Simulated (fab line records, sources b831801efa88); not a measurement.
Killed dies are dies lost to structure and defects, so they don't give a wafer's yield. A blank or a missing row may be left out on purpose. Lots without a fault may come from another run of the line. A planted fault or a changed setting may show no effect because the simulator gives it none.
Which tool did it? | flow gf180mcu | 24 lots, 72 wafers sampled, at 6 steps of a route of 602

WHAT THE GAUGES READ, wafer by wafer
GF_HV_LDD_TW_MEAS_38.
lot  | measured     | on            | HV_LDD_3_TW
L074 | day 11 10:17 | film_metro-03 | 1402 1397 1399
L075 | day 11 12:34 | film_metro-01 | 1443 1444 1437
L076 | day 12 00:27 | film_metro-03 | 1410 1411 1408
L077 | day 12 11:27 | film_metro-01 | 1430 1432 1424
L078 | day 12 16:45 | film_metro-01 | 1434 1442 1437
L079 | day 12 23:45 | film_metro-01 | 1441 1433 1438
L080 | day 13 11:06 | film_metro-01 | 1421 1426 1425
L081 | day 13 18:02 | film_metro-01 | 1424 1429 1432
L082 | day 14 00:45 | film_metro-01 | 1434 1442 1437
L083 | day 14 05:59 | film_metro-01 | 1431 1430 1430
L084 | day 14 15:23 | film_metro-04 | 1449 1436 1448
L085 | day 14 18:32 | film_metro-01 | 1434 1434 1436
L086 | day 15 12:04 | film_metro-04 | 1439 1446 1442
L087 | day 15 18:16 | film_metro-03 | 1409 1413 1413
L088 | day 15 22:07 | film_metro-04 | 1446 1438 1439
L089 | day 16 17:07 | film_metro-03 | 1401 1395 1396
L090 | day 17 04:16 | film_metro-01 | 1434 1442 1445
L091 | day 17 07:31 | film_metro-03 | 1402 1399 1399
L092 | day 17 14:06 | film_metro-03 | 1397 1396 1393
L093 | day 18 02:50 | film_metro-04 | 1440 1444 1449
L094 | day 18 09:44 | film_metro-04 | 1450 1448 1449
L095 | day 18 15:42 | film_metro-03 | 1406 1402 1409
L096 | day 18 20:42 | film_metro-01 | 1425 1423 1429
L097 | day 19 07:55 | film_metro-04 | 1440 1443 1440

GF_V2_CD_MEAS_14: target cd 260 nm.
lot  | measured     | on        | cd_nm (nm)
L074 | day 19 23:53 | cd_sem-01 | 259.1 261.2 261.7
L075 | day 20 02:31 | cd_sem-01 | 261.6 261.4 260.4
L076 | day 20 17:14 | cd_sem-01 | 260.2 259.4 259.4
L077 | day 21 05:00 | cd_sem-02 | 260.0 258.1 258.9
L078 | day 21 14:56 | cd_sem-01 | 259.5 259.9 258.6
L079 | day 21 21:53 | cd_sem-01 | 260.4 259.8 260.3
L080 | day 22 11:17 | cd_sem-02 | 260.1 259.9 261.8
L081 | day 22 19:29 | cd_sem-01 | 260.2 260.3 260.9
L082 | day 23 00:31 | cd_sem-02 | 260.0 260.7 261.1
L083 | day 23 09:32 | cd_sem-01 | 259.0 259.6 260.7
L084 | day 23 20:43 | cd_sem-02 | 262.4 260.8 262.1
L085 | day 23 23:26 | cd_sem-01 | 261.4 261.3 260.7
L086 | day 24 18:43 | cd_sem-02 | 261.6 261.7 261.2
L087 | day 25 00:17 | cd_sem-02 | 260.5 259.5 260.2
L088 | day 25 04:08 | cd_sem-02 | 260.6 261.0 259.8
L089 | day 25 23:12 | cd_sem-01 | 261.6 260.4 262.4
L090 | day 26 09:01 | cd_sem-01 | 258.1 259.0 258.2
L091 | day 26 12:23 | cd_sem-01 | 262.8 262.5 262.9
L092 | day 26 18:35 | cd_sem-01 | 259.8 259.0 260.6
L093 | day 27 03:44 | cd_sem-01 | 259.0 258.2 258.6
L094 | day 27 09:50 | cd_sem-02 | 260.9 262.1 260.8
L095 | day 27 17:26 | cd_sem-02 | 258.9 258.8 259.1
L096 | day 27 19:50 | cd_sem-01 | 258.7 259.8 259.9
L097 | day 28 04:56 | cd_sem-01 | 260.9 260.3 259.5

GF_M3_CD_MEAS_14: target cd 280 nm.
lot  | measured     | on        | cd_nm (nm)
L074 | day 21 01:38 | cd_sem-02 | 279.8 279.4 279.5
L075 | day 21 03:56 | cd_sem-02 | 280.1 279.5 279.1
L076 | day 21 19:26 | cd_sem-01 | 280.2 280.6 280.6
L077 | day 22 06:38 | cd_sem-01 | 280.3 280.0 281.6
L078 | day 22 16:43 | cd_sem-01 | 279.0 278.8 279.8
L079 | day 22 23:22 | cd_sem-01 | 280.3 280.8 281.0
L080 | day 23 12:34 | cd_sem-01 | 280.7 280.6 279.8
L081 | day 23 20:20 | cd_sem-02 | 280.7 279.7 280.6
L082 | day 24 01:05 | cd_sem-02 | 278.3 278.7 278.4
L083 | day 24 09:13 | cd_sem-01 | 277.5 278.6 279.1
L084 | day 24 20:47 | cd_sem-01 | 279.0 280.6 278.9
L085 | day 24 23:11 | cd_sem-01 | 278.7 278.9 278.4
L086 | day 25 18:28 | cd_sem-02 | 280.1 279.9 280.0
L087 | day 25 23:59 | cd_sem-01 | 279.3 279.7 278.8
L088 | day 26 03:36 | cd_sem-01 | 278.4 277.3 279.0
L089 | day 26 21:41 | cd_sem-02 | 279.8 279.2 280.3
L090 | day 27 06:59 | cd_sem-02 | 280.0 281.8 281.7
L091 | day 27 10:56 | cd_sem-01 | 279.3 280.8 280.2
L092 | day 27 16:19 | cd_sem-01 | 279.2 278.6 278.2
L093 | day 28 01:40 | cd_sem-01 | 279.4 280.5 280.3
L094 | day 28 07:36 | cd_sem-01 | 281.6 280.6 279.4
L095 | day 28 14:25 | cd_sem-01 | 278.6 279.6 278.8
L096 | day 28 17:32 | cd_sem-02 | 279.8 280.8 280.1
L097 | day 29 03:56 | cd_sem-01 | 279.5 279.1 280.6

GF_V5_OVL_MEAS_15.
lot  | measured     | on         | V5_OVL (nm)
L074 | day 27 00:40 | overlay-02 | 1 -1 2
L075 | day 27 02:46 | overlay-02 | 2 -3 2
L076 | day 27 16:34 | overlay-01 | 3 -1 0
L077 | day 28 01:20 | overlay-01 | 3 -2 -6
L078 | day 28 09:54 | overlay-02 | -1 -10 -5
L079 | day 28 15:30 | overlay-01 | -1 -1 6
L080 | day 29 03:58 | overlay-02 | -1 -7 6
L081 | day 29 07:07 | overlay-01 | -5 3 -3
L082 | day 29 16:33 | overlay-01 | -9 -6 -15
L083 | day 29 18:26 | overlay-02 | 6 4 7
L084 | day 30 05:01 | overlay-02 | 1 4 6
L085 | day 30 08:04 | overlay-01 | 4 6 8
L086 | day 31 00:25 | overlay-01 | -10 -7 -8
L087 | day 31 04:22 | overlay-01 | -5 0 4
L088 | day 31 06:32 | overlay-02 | -8 1 -11
L089 | day 31 21:34 | overlay-01 | 1 4 12
L090 | day 32 08:56 | overlay-02 | -2 -5 8
L091 | day 32 13:28 | overlay-02 | 8 12 12
L092 | day 32 13:41 | overlay-01 | -13 -14 -10
L093 | day 32 21:28 | overlay-01 | -1 -1 -11
L094 | day 33 03:10 | overlay-02 | -6 -3 2
L095 | day 33 06:31 | overlay-01 | 3 -1 0
L096 | day 33 08:52 | overlay-02 | 14 8 2
L097 | day 33 17:22 | overlay-02 | 1 7 2

WHICH TOOL RAN EACH LOT (tool, then ch and the chambers of the sampled wafers, then the start)
lot  | GF_V2_ETCH_16                      | GF_M4_SPUTTER_00
L074 | rie_diel-01 ch 2,3, day 19 23:59   | pvd_sputter-01, day 22 04:47
L075 | rie_diel-02 ch 1,2,3, day 20 02:39 | pvd_sputter-04, day 22 06:21
L076 | rie_diel-03 ch 0,1,2, day 20 17:24 | pvd_sputter-01, day 22 22:49
L077 | rie_diel-03 ch 0,1, day 21 05:09   | pvd_sputter-01, day 23 09:01
L078 | rie_diel-02 ch 1,2, day 21 15:06   | pvd_sputter-04, day 23 18:55
L079 | rie_diel-01 ch 0,2, day 21 22:03   | pvd_sputter-03, day 24 01:27
L080 | rie_diel-01 ch 1,2, day 22 11:27   | pvd_sputter-04, day 24 13:33
L081 | rie_diel-01 ch 0,2, day 22 19:39   | pvd_sputter-04, day 24 21:08
L082 | rie_diel-02 ch 0,1,2, day 23 00:41 | pvd_sputter-01, day 25 02:48
L083 | rie_diel-01 ch 0,1,2, day 23 09:42 | pvd_sputter-01, day 25 09:45
L084 | rie_diel-03 ch 2,3, day 23 20:51   | pvd_sputter-03, day 25 21:25
L085 | rie_diel-03 ch 0,1,3, day 23 23:32 | pvd_sputter-03, day 26 00:35
L086 | rie_diel-02 ch 0,2, day 24 18:50   | pvd_sputter-01, day 26 18:50
L087 | rie_diel-03 ch 1,3, day 25 00:24   | pvd_sputter-03, day 26 23:32
L088 | rie_diel-03 ch 1,2, day 25 04:17   | pvd_sputter-01, day 27 03:00
L089 | rie_diel-01 ch 1,2, day 25 23:19   | pvd_sputter-03, day 27 20:56
L090 | rie_diel-01 ch 0,1,2, day 26 09:09 | pvd_sputter-03, day 28 05:33
L091 | rie_diel-02 ch 0,1,3, day 26 12:30 | pvd_sputter-03, day 28 09:41
L092 | rie_diel-01 ch 0,1, day 26 18:45   | pvd_sputter-01, day 28 15:35
L093 | rie_diel-02 ch 0,1,2, day 27 03:53 | pvd_sputter-03, day 29 00:09
L094 | rie_diel-03 ch 0,1, day 27 09:56   | pvd_sputter-04, day 29 06:22
L095 | rie_diel-01 ch 0,1,2, day 27 17:33 | pvd_sputter-01, day 29 11:44
L096 | rie_diel-01 ch 0,1, day 27 20:00   | pvd_sputter-01, day 29 14:27
L097 | rie_diel-01 ch 1,2,3, day 28 05:05 | pvd_sputter-03, day 30 00:59
- GF_V2_ETCH_16: etches BARC in N2/H2.
- GF_M4_SPUTTER_00: material Ti, target thk 37.5 nm, time 150 s.

WHAT THE TOOLS THEMSELVES READ (means of the sampled wafers that have a number; where no wafer has one, the mark that the record gives instead)
GF_V2_ETCH_16.
lot  | tool        | drypump_motor_current_A (A) | oes_product_au (a.u.) | throttle_valve_pct (%)
L074 | rie_diel-01 | 5.7                         | 0.859                 | 13.224
L075 | rie_diel-02 | 5.5                         | 0.855                 | 13.227
L076 | rie_diel-03 | 5.8                         | 0.847                 | 13.229
L077 | rie_diel-03 | 5.9                         | 0.856                 | 13.229
L078 | rie_diel-02 | 5.0                         | 0.857                 | 13.221
L079 | rie_diel-01 | 5.8                         | 0.853                 | 13.214
L080 | rie_diel-01 | 5.7                         | 0.855                 | 13.222
L081 | rie_diel-01 | 5.8                         | 0.855                 | 13.222
L082 | rie_diel-02 | 5.5                         | 0.850                 | 13.222
L083 | rie_diel-01 | 5.7                         | 0.854                 | 13.230
L084 | rie_diel-03 | 5.8                         | 0.853                 | 13.225
L085 | rie_diel-03 | 5.6                         | 0.858                 | 13.228
L086 | rie_diel-02 | 5.4                         | 0.862                 | 13.226
L087 | rie_diel-03 | 5.3                         | 0.853                 | 13.216
L088 | rie_diel-03 | 5.7                         | 0.851                 | 13.234
L089 | rie_diel-01 | 5.6                         | 0.854                 | 13.231
L090 | rie_diel-01 | 5.7                         | 0.854                 | 13.226
L091 | rie_diel-02 | 6.1                         | 0.853                 | 13.219
L092 | rie_diel-01 | 5.7                         | 0.855                 | 13.238
L093 | rie_diel-02 | 5.5                         | 0.856                 | 13.220
L094 | rie_diel-03 | 5.6                         | 0.854                 | 13.225
L095 | rie_diel-01 | 5.7                         | 0.856                 | 13.234
L096 | rie_diel-01 | 5.6                         | 0.851                 | 13.222
L097 | rie_diel-01 | 5.6                         | 0.853                 | 13.226

GF_M4_SPUTTER_00.
lot  | tool           | throttle_valve_pct (%)
L074 | pvd_sputter-01 | 30.8
L075 | pvd_sputter-04 | 29.6
L076 | pvd_sputter-01 | 30.9
L077 | pvd_sputter-01 | 31.8
L078 | pvd_sputter-04 | 29.1
L079 | pvd_sputter-03 | 30.2
L080 | pvd_sputter-04 | 30.0
L081 | pvd_sputter-04 | 29.0
L082 | pvd_sputter-01 | 31.4
L083 | pvd_sputter-01 | 31.7
L084 | pvd_sputter-03 | 30.4
L085 | pvd_sputter-03 | 29.6
L086 | pvd_sputter-01 | 31.6
L087 | pvd_sputter-03 | 30.8
L088 | pvd_sputter-01 | 30.9
L089 | pvd_sputter-03 | 30.7
L090 | pvd_sputter-03 | 30.4
L091 | pvd_sputter-03 | 30.1
L092 | pvd_sputter-01 | 31.3
L093 | pvd_sputter-03 | 30.0
L094 | pvd_sputter-04 | 29.2
L095 | pvd_sputter-01 | 31.8
L096 | pvd_sputter-01 | 32.0
L097 | pvd_sputter-03 | 31.6

THE ANSWER, worked out from the rows above alone
Rule: what is usual is taken from the lots themselves. Put in order of their means at a reading, lots are off if they are a third of the lots or fewer, leave a main group of 4 or more, and stand apart from it by a gap of 3 or more times the standard deviation of the main group's means; of several such gaps the widest counts. A main group whose means are all the same, to the digits that the tables above print for the reading, isn't used. A lot without any number at a reading at which 4 lots or more have one is off too. The other lots that the step has rows for count as sound. The gauges are gone through in route order, then the tools' own readings, and for those a lot's mean is taken as printed above. The first step at which some lot is off is used, and at that step the reading that is off furthest; a lot without a number counts as furthest.
No lot is off at any reading shown: from this, nothing can be told.

WHAT THE SIMULATOR HAD PUT IN
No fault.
